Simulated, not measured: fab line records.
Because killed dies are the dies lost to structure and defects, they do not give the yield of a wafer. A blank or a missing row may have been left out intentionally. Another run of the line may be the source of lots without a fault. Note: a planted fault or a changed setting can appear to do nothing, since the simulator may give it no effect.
Which of the tools did it? -- flow gf180mcu -- 18 wafers from 6 lots sampled at 2 of the route's 602 steps

WHAT THE GAUGES SHOWED, per wafer
GF_DNWELL_TW_MEAS_09.
lot,measured,on,DNWELL_TW
L975,day 3 20:16,film_metro-02,1354 1357 1362
L977,day 4 02:36,film_metro-02,1352 1361 1352
L979,day 4 14:19,film_metro-02,1343 1345 1347
L984,day 5 14:45,film_metro-03,1355 1352 1361
L989,day 7 02:44,film_metro-02,1350 1347 1350
L992,day 7 14:41,film_metro-02,1343 1344 1348

WHICH TOOL RAN EACH LOT (tool, then ch and the chambers of the sampled wafers, then the start)
lot,GF_STI_ETCH_14
L975,"rie_si-01 ch 0,1,2, day 2 23:37"
L977,"rie_si-01 ch 1,2,3, day 3 08:35"
L979,"rie_si-02 ch 2,3, day 3 20:26"
L984,"rie_si-01 ch 1,2, day 4 21:01"
L989,"rie_si-02 ch 0,1, day 5 23:16"
L992,"rie_si-02 ch 2,3, day 6 14:04"
- GF_STI_ETCH_14: etches Si in HBr/Cl2/O2, target depth 360 nm, time 102.9 s.

THE ANSWER, worked out from the rows above alone
Rule: the lots themselves supply what counts as usual. The widest of any qualifying gaps counts: lots, ordered by their means at a reading, are off when they make up no more than a third of the lots, leave a main group of 4 or more, and stand apart from it by 3 or more times the standard deviation of that group's means. The tables above print the reading to a certain number of digits; a main group whose means all agree to those digits is not used. A lot without any number at a reading at which 4 lots or more have one is off too. Where the step has rows for the other lots, those lots are counted as sound.
No lot is off on any of the readings shown, so nothing can be concluded from this.

WHAT THE SIMULATOR HAD INSERTED
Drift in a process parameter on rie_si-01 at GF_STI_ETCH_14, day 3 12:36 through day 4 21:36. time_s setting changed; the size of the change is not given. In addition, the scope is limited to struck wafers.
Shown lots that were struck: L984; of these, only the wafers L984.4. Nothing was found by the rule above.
